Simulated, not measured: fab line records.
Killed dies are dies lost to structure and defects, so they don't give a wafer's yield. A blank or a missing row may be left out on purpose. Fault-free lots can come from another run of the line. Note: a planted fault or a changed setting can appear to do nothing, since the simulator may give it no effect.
Chamber matching ; flow sky130 ; SKY_VIA2_ETCH_14 on rie_diel-04: 4 sister chambers
The step etches BARC in N2/H2, stops on SiO2, time 45.9 s, target depth 60 nm. 7 wafers are shown with their chamber, then 7 later ones without.

WAFERS PAIRED WITH THEIR CHAMBERS
wafer;chamber;throttle_valve_pct (%);bias_w (W)
L699.4;2;13.233;100.2
L704.4;0;13.223;99.3
L704.6;0;13.235;100.2
L707.3;3;13.218;100.5
L707.5;1;13.216;100.1
L712.1;3;13.212;100.2
L712.4;1;13.210;99.4

WAFERS WITH NO CHAMBER GIVEN
wafer;throttle_valve_pct (%);bias_w (W)
L712.6;13.212;100.3
L716.1;13.237;100.1
L716.2;13.222;99.8
L716.5;13.220;99.9
L717.1;13.222;100.0
L717.3;13.225;100.0
L717.4;13.225;100.2

CHAMBER TAKEN BY EACH
wafer;from the rows above;in truth
L712.6;can't be placed: 3 or 1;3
L716.1;can't be placed: 2 or 0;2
L716.2;can't be placed: 0 or 1 or 3 or 2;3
L716.5;can't be placed: 1 or 3 or 0 or 2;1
L717.1;can't be placed: 0 or 3 or 1 or 2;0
L717.3;can't be placed: 0 or 2 or 3 or 1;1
L717.4;can't be placed: 0 or 2 or 3 or 1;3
Placed correctly: 0 of 7. These rows do not allow placing 7 (true chamber among the candidates in 7). 0 placed wrongly.
How it was worked out, from the rows above alone: a wafer's distance from a chamber is the root of the sum, over the readings, of the square of ((its reading less the chamber's mean) divided by the reading's scatter). If the next closest chamber is less than 2 further off than the closest, the wafer can't be placed; otherwise it belongs to the closest. A chamber's mean is the mean of its shown wafers. The scatter: the root of (the sum of the squares of (reading less its chamber's mean) over the shown wafers, divided by (wafers less chambers)).
